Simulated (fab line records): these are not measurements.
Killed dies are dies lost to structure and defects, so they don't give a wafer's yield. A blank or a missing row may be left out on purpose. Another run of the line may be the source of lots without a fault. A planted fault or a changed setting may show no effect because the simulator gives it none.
Which tool was responsible?    flow gf180mcu    Sampling: 12 lots, 36 wafers, 5 of 602 route steps

WHAT EACH GAUGE READ, for each wafer
GF_MVPSD_TW_MEAS_11. Usual: MVPSD_TW gives 551 (standard deviation 4.5).
lot   measured      on             MVPSD_TW     flag
L870  day 5 04:10   film metro-02  552 552 553  
L871  day 5 08:50   film metro-01  551 546 549  
L872  day 5 16:17   film metro-02  554 554 552  
L873  day 5 19:55   film metro-02  553 553 552  
L874  day 6 01:04   film metro-01  544 546 542  
L875  day 6 05:01   film metro-01  543 545 548  
L876  day 6 13:28   film metro-03  559 559 559  
L882  day 8 04:12   film metro-01  539 538 537  
L887  day 9 07:16   film metro-01  548 546 543  
L889  day 9 18:11   film metro-03  556 557 557  
L890  day 9 23:19   film metro-02  556 555 556  
L893  day 10 18:07  film metro-02  555 551 554  

GF_VT_IMPLANT_RS_MEAS_49: measures by four-point-probe. Usual: MVPSD_RS gives 1182 ohm/sq (standard deviation 3.8).
lot   measured      on             MVPSD_RS (ohm/sq)  flag
L870  day 7 17:14   film metro-01  1182 1183 1180     
L871  day 7 21:41   film metro-03  1178 1186 1181     
L872  day 8 05:54   film metro-02  1179 1177 1180     
L873  day 8 12:23   film metro-01  1185 1180 1179     
L874  day 8 17:37   film metro-02  1183 1186 1187     
L875  day 8 21:29   film metro-01  1187 1189 1183     
L876  day 9 06:42   film metro-01  1178 1181 1180     
L882  day 11 02:24  film metro-02  1271 1270 1272     OFF
L887  day 12 08:42  film metro-01  1182 1184 1181     
L889  day 12 19:38  film metro-03  1179 1180 1178     
L890  day 13 02:00  film metro-02  1189 1186 1189     
L893  day 14 00:28  film metro-03  1185 1185 1182     

GF_HV_LDD_CD_MEAS_31: the cd target is 400 nm. Usual: cd nm at 399.9 nm, with a standard deviation of 1.7.
lot   measured      on         cd nm (nm)         flag
L870  day 11 18:02  cd sem-02  396.5 397.8 398.3  
L871  day 11 23:54  cd sem-02  400.0 401.3 402.0  
L872  day 12 06:56  cd sem-02  399.4 402.8 399.7  
L873  day 12 12:21  cd sem-02  400.5 399.3 400.8  
L874  day 12 21:39  cd sem-02  401.8 401.3 401.4  
L875  day 13 00:40  cd sem-01  396.9 401.0 398.1  
L876  day 13 13:08  cd sem-01  400.1 401.6 399.4  
L882  day 15 17:08  cd sem-01  403.0 401.0 401.9  
L887  day 17 03:30  cd sem-01  399.6 398.6 400.0  
L889  day 17 17:00  cd sem-01  396.1 396.9 396.3  
L890  day 17 23:50  cd sem-02  400.8 399.6 400.9  
L893  day 19 03:45  cd sem-01  398.4 400.0 399.6  

GF_HV_LDD_OVL_MEAS_32. Usual: HV_LDD_02_OVL gives -0.5 nm (standard deviation 1.6).
lot   measured      on          HV_LDD_02_OVL (nm)  flag
L870  day 11 18:08  overlay-01  -1.1 -0.1 -0.7      
L871  day 11 23:59  overlay-01  -2.3 -1.4 -2.4      
L872  day 12 07:04  overlay-02  -1.6 -1.3 -1.9      
L873  day 12 12:26  overlay-01  -0.9 -1.1 -0.3      
L874  day 12 21:44  overlay-01  -0.4 0.4 -2.3       
L875  day 13 00:47  overlay-01  -2.4 -2.6 -1.4      
L876  day 13 13:16  overlay-02  0.9 1.7 0.0         
L882  day 15 17:15  overlay-01  -1.0 -2.4 -1.9      
L887  day 17 03:35  overlay-02  -1.4 -0.1 -2.8      
L889  day 17 17:07  overlay-01  -4.1 -3.4 -4.7      
L890  day 17 23:57  overlay-01  2.5 3.9 4.3         
L893  day 19 03:49  overlay-01  0.9 -0.9 -0.6       

EACH LOT AND THE TOOL THAT RAN IT (in order: tool; ch and the chambers of the sampled wafers; start)
lot   GF_MVPSD_IMPLANT_09
L870  implanter-02 ch 0, day 5 03:56
L871  implanter-02 ch 0, day 5 08:38
L872  implanter-02 ch 0, day 5 16:02
L873  implanter-02 ch 0, day 5 19:41
L874  implanter-02 ch 0, day 6 00:50
L875  implanter-04 ch 0, day 6 04:46
L876  implanter-02 ch 0, day 6 13:13
L882  implanter-04 ch 0, day 8 03:58
L887  implanter-01 ch 0, day 9 07:04
L889  implanter-01 ch 0, day 9 17:56
L890  implanter-01 ch 0, day 9 23:05
L893  implanter-02 ch 0, day 10 17:54
- GF_MVPSD_IMPLANT_09

AS READ BY THE TOOLS THEMSELVES (means over the sampled wafers that have a number; for cases with no such wafer, the mark the record gives instead)
The record holds no such reading with a usual standard deviation.

THE ANSWER, worked out from the rows above alone
Rule: a lot is off if the mean of its wafers that have a number lies more than 3 standard deviations from the usual mean. Also off: a lot with no number at a reading for which 4 or more lots have one. Where the step has rows for the other lots, those lots are counted as sound. Order of review: gauges by route order, followed by the tools' own readings, for which a lot's mean as printed above is used. At the first step where some lot is off, the reading lying furthest off is the one used; lots without a number count as furthest.
Off: L882, at GF_VT_IMPLANT_RS_MEAS_49 (MVPSD_RS).
If a tool, at a process step before that reading, ran all the lots that are off and no sound lot after the first of them, it fits. Gauges at GF_VT_IMPLANT_RS_MEAS_49: tried the same way as those tools. One candidate fits, namely implanter-04 at GF_MVPSD_IMPLANT_09. Its last sound lot is L875 (day 6 04:46), its first lot that is off L882 (day 8 03:58): a fault that began between those two fits.

WHAT WAS PUT IN BY THE SIMULATOR
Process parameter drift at GF_MVPSD_IMPLANT_09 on implanter-04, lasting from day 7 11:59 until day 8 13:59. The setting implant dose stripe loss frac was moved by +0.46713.
Shown lots that were struck: L882. The same result came from the rule above.
